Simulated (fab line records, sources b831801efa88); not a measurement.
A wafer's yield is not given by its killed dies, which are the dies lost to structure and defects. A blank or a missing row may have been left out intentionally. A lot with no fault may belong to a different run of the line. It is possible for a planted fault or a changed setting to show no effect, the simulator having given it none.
Which of the tools did it?    flow gf180mcu    6 lots with 18 wafers sampled at 2 steps, on a route of 602 steps

== WHAT THE GAUGES SHOWED, per wafer ==
GF_V5_CD_MEAS_14: target cd 260 nm.
lot   measured      on        cdNm (nm)
L458  day 28 05:32  cdSem-02  258.5 259.1 260.0
L460  day 28 17:15  cdSem-02  260.4 260.2 259.4
L472  day 32 14:50  cdSem-02  260.4 260.5 260.5
L473  day 33 01:54  cdSem-02  257.8 258.8 259.1
L475  day 33 13:16  cdSem-02  261.6 261.2 260.3
L478  day 33 22:20  cdSem-02  260.9 261.2 260.4

== WHAT TOOL EACH LOT RAN ON (gives the tool, then ch and the chambers of the sampled wafers, and finally the start) ==
lot   GF_M5_ETCH_09
L458  rieDiel-03 ch 0,1,2, day 27 07:34
L460  rieDiel-02 ch 0,2, day 27 20:14
L472  rieDiel-01 ch 0,1, day 31 21:10
L473  rieDiel-01 ch 1,2,3, day 32 07:58
L475  rieDiel-01 ch 0,2,3, day 32 20:44
L478  rieDiel-01 ch 0,2,3, day 33 05:32
- GF_M5_ETCH_09: etches Si3N4 in CF4/O2, target depth 52 nm, time 11.6 s.

== THE ANSWER, worked out from the rows above alone ==
Rule: the usual values come from the lots themselves. The widest of any qualifying gaps counts: lots, ordered by their means at a reading, are off when they make up no more than a third of the lots, leave a main group of 4 or more, and stand apart from it by 3 or more times the standard deviation of that group's means. A main group whose means are all the same, to the digits that the tables above print for the reading, isn't used. Also off: a lot with no number at a reading for which 4 or more lots have one. All remaining lots with rows at the step are treated as sound.
None of the lots is off at any reading shown; this tells nothing.

== WHAT THE SIMULATOR PUT IN ==
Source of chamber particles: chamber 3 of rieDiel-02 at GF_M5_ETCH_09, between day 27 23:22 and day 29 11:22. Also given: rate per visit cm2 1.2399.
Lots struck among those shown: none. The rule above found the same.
